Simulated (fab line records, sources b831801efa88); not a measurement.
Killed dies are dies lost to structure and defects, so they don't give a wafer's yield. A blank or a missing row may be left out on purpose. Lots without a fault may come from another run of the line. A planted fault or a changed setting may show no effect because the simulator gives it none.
fab line records | flow gf180mcu
record lots=6 wafers=18 last_day=35
route steps=602 shown M1@319
lots that met no fault: from a run of the same line without faults
start_h: hours from the record's first day to the start of the lot's first wafer shown | wait_h: hours since the lot's step before | " the same as in the row above | L1.1+2: a row that stands for several wafers | - no value, or no start given | * or withheld: withheld | < > ~ a bound
route shown NAME@n: a module of which the file shows steps, and the number in the route of the first | usual: mean/standard deviation of fault-free wafers | same: alike in all rows | chamber/n: place in a boat | sites: the reading at each site | _std_site: their standard deviation | _edge_site: outer sites' mean less inner sites' | radius_mm: how far each site lies from the wafer's centre | mask NAME#n: copy n | behind: the tool/chamber that last shaped the wafer | hold: why the lot was held/for how many hours/how that ended | device: the transistor (n, p or np) that didn't switch | end of line: the same wafers' tests at the end of the route | a step without rows: its recipe alone | killed: dies lost to structure and defects at the first sort, not the wafer's yield | map: a wafer's dies, x killed, . not, _ none there
set.NAME: the setting as run; set.NAME@STEP: as run at that earlier step | model.NAME: the simulator's own value behind a step, which no gauge read
lots at some steps of the route; a table a step, a row a wafer
services: from which hour (start_h, from the record's first day; less than 0 if before it) a tool's chamber was out of use, for how many hours, and why
## steps
# step GF_M1_SPUTTER_04
# recipe material=TiN target_thk_nm=50 power_w=6500 time_s=41.7 chamber_pressure_pa=0.4
# usual throttle_valve_pct=29.6/1.2
# columns lot.wafer tool chamber start_h wait_h throttle_valve_pct
L783.1 pvd_sputter-04 - 386.41 0.0 29.6
L783.5 " - " " 29.2
L783.6 " - " " 30.1
L792.1 pvd_sputter-03 - 467.18 0.0 28.7
L792.3 " - " " 27.6
L792.6 " - " " 27.8
L793.1 pvd_sputter-03 - 474.81 0.0 31.5
L793.3 " - " " 29.6
L793.6 " - " " 31.3
L795.1 pvd_sputter-04 - 487.18 0.0 27.9
L795.3 " - " " 29.4
L795.5 " - " " 30.0
L803.4 pvd_sputter-01 - 549.25 0.0 31.1
L803.5 " - " " 29.2
L803.6 " - " " 31.0
L806.1 pvd_sputter-03 - 573.50 0.0 31.3
L806.2 " - " " 28.9
L806.4 " - " " 29.7
# step GF_M1_RS_MEAS_05
# recipe thk_meas_gauge=four-point-probe reads=TiN_of_M1_SPUTTER_04+Ti_of_M1_SPUTTER_03+AlCu_of_M1_SPUTTER_02+TiN_of_M1_SPUTTER_01+Ti_of_M1_SPUTTER_00
# usual M1_ALCU_RS=0.0695/0.00069
# columns lot.wafer tool chamber start_h wait_h M1_ALCU_RS[ohm/sq]
L783.1 film_metro-01 - 386.45 0.0 0.0686
L783.5 " - " " 0.0692
L783.6 " - " " 0.0700
L792.1 film_metro-02 - 467.22 0.0 0.0694
L792.3 " - " " 0.0694
L792.6 " - " " 0.0692
L793.1 film_metro-02 - 474.85 0.0 0.0702
L793.3 " - " " 0.0691
L793.6 " - " " 0.0697
L795.1 film_metro-04 - 487.22 0.0 0.0690
L795.3 " - " " 0.0689
L795.5 " - " " 0.0696
L803.4 film_metro-04 - 549.35 0.1 0.0696
L803.5 " - " " 0.0696
L803.6 " - " " 0.0695
L806.1 film_metro-01 - 573.54 0.0 0.0689
L806.2 " - " " 0.0682
L806.4 " - " " 0.0695
# step GF_M1_THK_MEAS_06
# recipe thk_meas_gauge=xrf reads=AlCu_of_M1_SPUTTER_02
# usual M1_ALCU_THK=456/5.9
# columns lot.wafer tool chamber start_h wait_h M1_ALCU_THK[nm]
L783.1 film_metro-01 - 386.57 0.1 458
L783.5 " - " " 453
L783.6 " - " " 451
L792.1 film_metro-02 - 467.34 0.1 456
L792.3 " - " " 454
L792.6 " - " " 458
L793.1 film_metro-02 - 474.97 0.1 454
L793.3 " - " " 457
L793.6 " - " " 454
L795.1 film_metro-04 - 487.34 0.1 458
L795.3 " - " " 462
L795.5 " - " " 456
L803.4 film_metro-04 - 549.44 0.1 461
L803.5 " - " " 461
L803.6 " - " " 461
L806.1 film_metro-01 - 573.66 0.1 456
L806.2 " - " " 459
L806.4 " - " " 452
# step GF_M1_DEHYDRATE_07
# recipe temp_c=200 time_s=60
# step GF_M1_HMDS_08
# recipe prime_time_s=60 prime_temp_c=120
# step GF_M1_COAT_09
# recipe resist=KrF spin_rpm=withheld resist_thk_nm=1000
# step GF_M1_SOFTBAKE_10
# recipe temp_c=130.9 time_s=60 resist=KrF
# step GF_M1_EXPOSE_11
# recipe mask_id=Metal1 target_cd_nm=230 na=0.68 source_shape=conventional sigma_outer=0.6 dose_mj=28
# step GF_M1_PEB_12
# recipe peb_temp_c=135 peb_time_s=90 resist=KrF
# step GF_M1_DEVELOP_13
# recipe develop_time_s=60 dev_temp_c=21
# step GF_M1_CD_MEAS_14
# recipe target_cd_nm=230
# usual cd_nm=230.0/1.1
# columns lot.wafer tool chamber start_h wait_h cd_nm
L783.1 cd_sem-01 - 409.72 0.1 231.0
L783.5 " - " " 230.8
L783.6 " - " " 230.6
L792.1 cd_sem-01 - 492.20 0.1 230.6
L792.3 " - " " 230.4
L792.6 " - " " 230.9
L793.1 cd_sem-02 - 499.37 0.1 229.0
L793.3 " - " " 228.2
L793.6 " - " " 229.6
L795.1 cd_sem-02 - 511.57 0.1 230.8
L795.3 " - " " 230.4
L795.5 " - " " 230.2
L803.4 cd_sem-02 - 570.65 0.1 231.3
L803.5 " - " " 230.8
L803.6 " - " " 230.7
L806.1 cd_sem-02 - 594.12 0.1 231.3
L806.2 " - " " 230.5
L806.4 " - " " 231.6
# step GF_M1_OVL_MEAS_15
# usual M1_OVL=-2/5.9
# columns lot.wafer tool chamber start_h wait_h M1_OVL[nm]
L783.1 overlay-02 - 409.84 0.1 -5
L783.5 " - " " 0
L783.6 " - " " -9
L792.1 overlay-02 - 492.32 0.1 -2
L792.3 " - " " 2
L792.6 " - " " -8
L793.1 overlay-02 - 499.49 0.1 -15
L793.3 " - " " -7
L793.6 " - " " -1
L795.1 overlay-01 - 511.69 0.1 2
L795.3 " - " " 0
L795.5 " - " " 6
L803.4 overlay-01 - 570.73 0.1 -7
L803.5 " - " " -1
L803.6 " - " " -12
L806.1 overlay-02 - 594.24 0.1 -8
L806.2 " - " " -2
L806.4 " - " " -3
# step GF_M1_METAL_ETCH_16
# recipe chemistry=Cl2/BCl3 mask_material=KrF target_depth_nm=627.5 stop_on=SiO2 pressure_mtorr=8 icp_w=800 bias_w=140 Cl2_flow_sccm=80 bcl3_flow_sccm=40 time_s=104.6
# usual bcl3_flow_sccm=40.00/0.12 bias_w=140.0/0.38 drypump_motor_current_A=5.7/0.45 mfc_cl2_sccm=80.03/0.24 oes_product_au=0.973/0.0062 throttle_valve_pct=28.248/0.0099
# columns lot.wafer tool chamber start_h wait_h bcl3_flow_sccm bias_w drypump_motor_current_A mfc_cl2_sccm oes_product_au rf_hours_counter_h throttle_valve_pct model.KrF_of_M1_COAT_09.thk_nm
L783.1 rie_metal-02 0 409.88 0.0 40.09 140.3 5.7 79.95 0.986 11 28.246 729.9
L783.5 " 1 " " 40.10 140.0 6.5 79.96 0.984 - 28.244 740.5
L783.6 " 0 " " 39.90 139.3 5.7 79.54 0.975 - 28.260 732.3
L792.1 rie_metal-03 1 492.36 0.0 - - - - - - - 983.4
L792.3 " 1 " " - - - - - - - 984.6
L792.6 " 0 " " - - - - - - - 984.8
L793.1 rie_metal-03 1 499.52 0.0 - - - - - - - 979.9
L793.3 " 0 " " - - - - - - - 985.6
L793.6 " 1 " " - - - - - - - 983.6
L795.1 rie_metal-01 1 511.73 0.0 39.90 140.2 5.5 79.78 0.976 9 28.252 741.8
L795.3 " 0 " " 40.04 140.2 5.9 79.72 0.978 - 28.254 739
L795.5 " 1 " " 40.06 139.9 5.5 80.09 0.971 - 28.256 742.4
L803.4 rie_metal-01 1 570.78 0.0 39.94 140.2 5.5 80.00 0.967 - 28.241 738.9
L803.5 " 1 " " 39.82 139.8 5.5 79.61 0.983 - 28.261 735.1
L803.6 " 0 " " 39.97 140.3 5.9 80.05 0.974 - 28.257 731.4
L806.1 rie_metal-03 0 594.28 0.0 39.83 140.2 5.1 80.18 0.978 4 28.233 735.6
L806.2 " 1 " " 39.94 140.1 6.2 79.92 0.982 10 28.233 737.9
L806.4 " 0 " " 39.69 140.0 5.1 80.11 0.976 - 28.258 731.6
# step GF_M1_STRIP_17
# recipe chemistry=O2/N2 power_w=1400 pressure_mtorr=1500 platen_temp_c=250 o2_flow_sccm=3000 n2_flow_sccm=300 overash_fraction=0.5
# usual drypump_motor_current_A=5.8/0.55 heater_power_w=329/14 o2_flow_sccm=3000/8.4 oes_product_au=0.557/0.0046 strip_time_to_endpoint_s=7.85/0.042
# columns lot.wafer tool chamber start_h wait_h drypump_motor_current_A heater_power_w o2_flow_sccm oes_product_au rf_hours_counter_h strip_time_to_endpoint_s
L783.1 plasma_asher-02 0 409.99 0.1 5.7 318 2987 0.559 30 7.82
L783.5 " 0 " " 5.7 313 2991 0.566 - 7.94
L783.6 " 1 " " 5.1 337 2995 0.554 - 7.84
L792.1 plasma_asher-03 1 492.47 0.1 5.2 318 2999 0.662 73 10.18
L792.3 " 0 " " 6.2 339 3003 0.659 - 10.20
L792.6 " 1 " " 5.2 309 2989 0.660 - 10.21
L793.1 plasma_asher-04 1 499.64 0.1 6.7 318 2997 0.660 88 10.14
L793.3 " 1 " " 6.7 316 3000 0.663 - 10.21
L793.6 " 1 " " 6.7 316 3014 0.656 - 10.19
L795.1 plasma_asher-03 1 511.84 0.1 5.2 305 3018 0.560 75 7.93
L795.3 " 0 " " 6.2 329 3000 0.564 - 7.92
L795.5 " 1 " " 5.2 307 3010 0.556 - 7.94
L803.4 plasma_asher-02 1 570.89 0.1 5.1 342 2992 0.567 - 7.91
L803.5 " 0 " " 5.7 334 3001 0.555 - 7.87
L803.6 " 1 " " 5.1 340 2996 0.559 - 7.83
L806.1 plasma_asher-02 1 594.39 0.1 5.1 340 2998 0.554 50 7.87
L806.2 " 0 " " 5.6 320 2996 0.562 50 7.89
L806.4 " 1 " " 5.1 339 2992 0.557 - 7.84
# step GF_M1_STRIP_18
# recipe chemistry=post_etch_residue_remover time_s=1200 temp_c=72.5
## services
# columns tool chamber start_h hours kind
rie_metal-02 1 363.43 4.0 repair
pvd_sputter-04 - 363.58 10.2 repair
rie_metal-03 0 379.09 - clean
rie_metal-03 0 379.09 22.8 scheduled_down
rie_metal-03 0 379.09 22.8 vent_cycle
pvd_sputter-03 - 382.89 10.0 repair
plasma_asher-04 - 384.83 0.8 repair
rie_metal-02 - 385.54 2.8 pm
rie_metal-02 1 444.59 13.5 repair
plasma_asher-04 - 453.79 4.3 pm
pvd_sputter-04 - 469.47 1.9 repair
pvd_sputter-04 0 502.07 - consumable_replace:kit
pvd_sputter-04 0 502.07 18.0 scheduled_down
plasma_asher-04 - 508.60 14.6 pm
plasma_asher-04 - 526.80 0.8 repair
pvd_sputter-04 - 528.36 100.4 repair
pvd_sputter-03 2 530.25 - consumable_replace:kit
pvd_sputter-03 2 530.25 18.0 scheduled_down
pvd_sputter-03 2 530.25 18.0 vent_cycle
pvd_sputter-01 - 539.03 2.9 repair
plasma_asher-02 - 544.55 0.4 repair
rie_metal-03 - 579.78 1.4 repair
plasma_asher-03 - 592.21 4.8 repair
pvd_sputter-01 - 593.55 0.6 repair
## key
first_sign step=GF_M1_METAL_ETCH_16 reading=tool_record direction=missing
effect step=GF_M1_STRIP_17 reading=strip_time_to_endpoint_s direction=up sigmas=56 usual=* struck=*
model_effect step=GF_M1_METAL_ETCH_16 value=KrF_of_M1_COAT_09.thk_nm without=732 struck=983.7
met_at GF_M1_METAL_ETCH_16
struck_wafers L792.1,L792.3,L792.6,L793.1,L793.3,L793.6
later_rows_left_out L792.1,L792.3,L792.6,L793.1,L793.3,L793.6
sort_left_out L792.1,L792.3,L792.6,L793.1,L793.3,L793.6
fault kind=skipped_step_whole tool=rie_metal-03 chamber=- onset_h=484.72 steps=GF_M1_METAL_ETCH_16 scope=struck_lots_only
# sort_left_out: the simulated sort isn't trusted on such a fault, so these wafers' sort isn't shown, and their yield isn't known
# later_rows_left_out: the simulator's readings of these wafers behind a module that went badly wrong aren't trusted and aren't shown, but for the sort
